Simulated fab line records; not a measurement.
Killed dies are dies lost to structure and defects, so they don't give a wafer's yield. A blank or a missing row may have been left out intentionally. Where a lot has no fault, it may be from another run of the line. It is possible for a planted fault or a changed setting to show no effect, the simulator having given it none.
Which tool was responsible? | flow gf180mcu | Sampling: 12 lots, 36 wafers, 5 of 602 route steps

== WHAT THE GAUGES SHOWED, per wafer ==
GF_NWELL_TW_MEAS_11. Usual: NWELL_TW typically reads 1566, with standard deviation 14.
lot  | measured    | on           | NWELL_TW       | flag
L598 | day 3 12:15 | filmMetro-04 | 1552 1551 1551 | 
L599 | day 3 18:22 | filmMetro-04 | 1555 1552 1557 | 
L600 | day 4 00:16 | filmMetro-02 | 1553 1543 1562 | 
L607 | day 5 13:45 | filmMetro-03 | 1578 1586 1580 | 
L608 | day 5 20:54 | filmMetro-04 | 1571 1556 1562 | 
L612 | day 6 19:36 | filmMetro-03 | 1576 1583 1581 | 
L613 | day 6 23:08 | filmMetro-02 | 1554 1548 1556 | 
L615 | day 7 10:43 | filmMetro-02 | 1559 1568 1560 | 
L616 | day 7 15:53 | filmMetro-04 | 1571 1561 1558 | 
L617 | day 7 21:12 | filmMetro-03 | 1580 1581 1579 | 
L618 | day 8 04:10 | filmMetro-02 | 1555 1564 1557 | 
L620 | day 8 15:09 | filmMetro-04 | 1573 1576 1568 | 

GF_PSD_RS_MEAS_14: uses a four-point probe to measure. Usual: NSD_RS typically reads 46.20 ohm/sq, with standard deviation 0.098.
lot  | measured     | on           | NSD_RS (ohm/sq)   | flag
L598 | day 14 13:11 | filmMetro-03 | 46.10 46.14 46.25 | 
L599 | day 14 19:34 | filmMetro-02 | 46.15 46.28 46.24 | 
L600 | day 15 11:47 | filmMetro-03 | 46.23 46.15 46.24 | 
L607 | day 17 19:19 | filmMetro-02 | 42.56 42.64 42.47 | OFF
L608 | day 18 04:49 | filmMetro-03 | 42.58 42.76 42.59 | OFF
L612 | day 19 22:08 | filmMetro-02 | 46.16 46.07 46.23 | 
L613 | day 19 22:41 | filmMetro-01 | 46.23 46.37 46.36 | 
L615 | day 20 18:36 | filmMetro-02 | 46.15 46.21 45.91 | 
L616 | day 20 22:20 | filmMetro-01 | 46.23 46.35 46.27 | 
L617 | day 21 05:53 | filmMetro-02 | 46.15 46.17 46.06 | 
L618 | day 21 16:09 | filmMetro-01 | 46.28 46.23 46.33 | 
L620 | day 22 05:04 | filmMetro-01 | 46.24 46.28 46.22 | 

GF_SALICIDE_RS_MEAS_04: uses a four-point probe to measure. Usual: SALICIDE_TIN_RS typically reads 16.4 ohm/sq, with standard deviation 0.32.
lot  | measured     | on           | SALICIDE_TIN_RS (ohm/sq) | flag
L598 | day 15 10:58 | filmMetro-01 | 16.1 16.1 16.2           | 
L599 | day 15 17:28 | filmMetro-03 | 15.9 16.1 15.9           | 
L600 | day 16 09:39 | filmMetro-03 | 16.7 16.7 16.7           | 
L607 | day 18 19:40 | filmMetro-04 | 16.8 16.7 17.0           | 
L608 | day 19 04:44 | filmMetro-04 | 16.1 16.2 16.2           | 
L612 | day 20 22:43 | filmMetro-01 | 16.4 16.6 16.5           | 
L613 | day 20 23:05 | filmMetro-01 | 16.7 16.8 16.7           | 
L615 | day 21 18:54 | filmMetro-03 | 15.9 16.0 15.9           | 
L616 | day 21 22:40 | filmMetro-03 | 16.1 15.9 15.9           | 
L617 | day 22 06:21 | filmMetro-01 | 16.5 16.6 16.3           | 
L618 | day 22 16:29 | filmMetro-01 | 16.8 16.7 16.7           | 
L620 | day 23 04:53 | filmMetro-04 | 16.6 16.3 16.5           | 

== TOOL THAT RAN EACH LOT (tool first, then ch and the chambers of the sampled wafers, then the start) ==
lot  | GF_NSD_IMPLANT_10               | GF_NSD_STRIP_11
L598 | implanter-01 ch 0, day 13 16:20 | plasmaAsher-01 ch 0, day 13 16:29
L599 | implanter-01 ch 0, day 13 22:40 | plasmaAsher-04 ch 0,1, day 13 22:49
L600 | implanter-02 ch 0, day 14 14:07 | plasmaAsher-04 ch 0, day 14 14:14
L607 | implanter-02 ch 0, day 16 19:19 | plasmaAsher-01 ch 0,1, day 16 19:28
L608 | implanter-02 ch 0, day 17 05:19 | plasmaAsher-01 ch 0,1, day 17 05:28
L612 | implanter-01 ch 0, day 18 21:16 | plasmaAsher-03 ch 1, day 18 21:25
L613 | implanter-01 ch 0, day 18 21:53 | plasmaAsher-03 ch 0,1, day 18 22:01
L615 | implanter-02 ch 0, day 19 17:13 | plasmaAsher-04 ch 0,1, day 19 17:20
L616 | implanter-01 ch 0, day 19 21:43 | plasmaAsher-04 ch 0,1, day 19 21:50
L617 | implanter-02 ch 0, day 20 05:14 | plasmaAsher-04 ch 0,1, day 20 05:20
L618 | implanter-01 ch 0, day 20 15:35 | plasmaAsher-01 ch 0,1, day 20 15:43
L620 | implanter-01 ch 0, day 21 05:07 | plasmaAsher-03 ch 0,1, day 21 05:16
- GF_NSD_IMPLANT_10
- GF_NSD_STRIP_11: strips in O2/N2.

== AS READ BY THE TOOLS THEMSELVES (means over the sampled wafers that have a number; for cases with no such wafer, the mark the record gives instead) ==
GF_NSD_IMPLANT_10. Usual: doseIonsCm2 5.001e+14, standard deviation 5.6e+11; endStationPressureTorr 7.3e-06 Torr, standard deviation 3.7e-07; faradayCurrentUA 2799, standard deviation 54.
lot  | tool         | doseIonsCm2 | endStationPressureTorr (Torr) | faradayCurrentUA | flag
L598 | implanter-01 | 5.003e+14   | 6.9e-06                       | 2829             | 
L599 | implanter-01 | 5.005e+14   | 7.2e-06                       | 2804             | 
L600 | implanter-02 | 5.001e+14   | 7.1e-06                       | 2785             | 
L607 | implanter-02 | 8.260e+14   | 8.8e-06                       | 4491             | OFF
L608 | implanter-02 | 8.263e+14   | 8.5e-06                       | 4579             | OFF
L612 | implanter-01 | 5.005e+14   | 7.3e-06                       | 2834             | 
L613 | implanter-01 | 5.005e+14   | 7.2e-06                       | 2819             | 
L615 | implanter-02 | 5.003e+14   | 6.8e-06                       | 2789             | 
L616 | implanter-01 | 4.997e+14   | 7.4e-06                       | 2845             | 
L617 | implanter-02 | 5.004e+14   | 7.5e-06                       | 2749             | 
L618 | implanter-01 | 5.003e+14   | 7.1e-06                       | 2777             | 
L620 | implanter-01 | 4.997e+14   | 7.3e-06                       | 2809             | 

GF_NSD_STRIP_11. Usual: chamberPressureMTorr 1500 mTorr, standard deviation 5; drypumpMotorCurrentA 5.7 A, standard deviation 0.49; heaterPowerW 318 W, standard deviation 33; oesProductAu 0.487 a.u., standard deviation 0.0043; stripTimeToEndpointS 22.96 s, standard deviation 0.04.
lot  | tool           | chamberPressureMTorr (mTorr) | drypumpMotorCurrentA (A) | heaterPowerW (W) | oesProductAu (a.u.) | stripTimeToEndpointS (s) | flag
L598 | plasmaAsher-01 | 1501                         | 5.3                      | 286              | 0.488               | 22.89                    | 
L599 | plasmaAsher-04 | 1499                         | 5.3                      | 302              | 0.488               | 22.98                    | 
L600 | plasmaAsher-04 | 1500                         | 5.6                      | 322              | 0.486               | 22.99                    | 
L607 | plasmaAsher-01 | 1498                         | 5.5                      | 320              | 0.486               | 23.25                    | OFF
L608 | plasmaAsher-01 | 1499                         | 5.7                      | 352              | 0.478               | 23.26                    | OFF
L612 | plasmaAsher-03 | 1501                         | 6.6                      | 361              | 0.486               | 22.94                    | 
L613 | plasmaAsher-03 | 1500                         | 6.6                      | 332              | 0.485               | 22.95                    | 
L615 | plasmaAsher-04 | 1500                         | 5.3                      | 299              | 0.488               | 22.97                    | 
L616 | plasmaAsher-04 | 1499                         | 5.5                      | 310              | 0.487               | 22.97                    | 
L617 | plasmaAsher-04 | 1500                         | 5.4                      | 296              | 0.488               | 22.94                    | 
L618 | plasmaAsher-01 | 1501                         | 5.6                      | 310              | 0.484               | 22.92                    | 
L620 | plasmaAsher-03 | 1500                         | 6.6                      | 333              | 0.488               | 22.89                    | 

== THE ANSWER, worked out from the rows above alone ==
Rule: lot off if the mean of its wafers having a number is beyond 3 standard deviations from the usual mean. A lot without any number at a reading at which 4 lots or more have one is off too. The other lots that the step has rows for count as sound. After the gauges, taken in route order, come the tools' own readings; for these a lot's mean is taken, as printed above. At the first step where some lot is off, the reading lying furthest off is the one used; lots without a number count as furthest.
Off: at GF_PSD_RS_MEAS_14 (NSD_RS), L607, L608.
If a tool, at a process step before that reading, ran all the lots that are off and no sound lot after the first of them, it fits. The gauges at GF_PSD_RS_MEAS_14 aren't tried: what is off there is off at GF_NSD_IMPLANT_10 too, on other tools, and a gauge's error can't cause that. No candidate that was tried fits.

== WHAT HAD BEEN PUT IN BY THE SIMULATOR ==
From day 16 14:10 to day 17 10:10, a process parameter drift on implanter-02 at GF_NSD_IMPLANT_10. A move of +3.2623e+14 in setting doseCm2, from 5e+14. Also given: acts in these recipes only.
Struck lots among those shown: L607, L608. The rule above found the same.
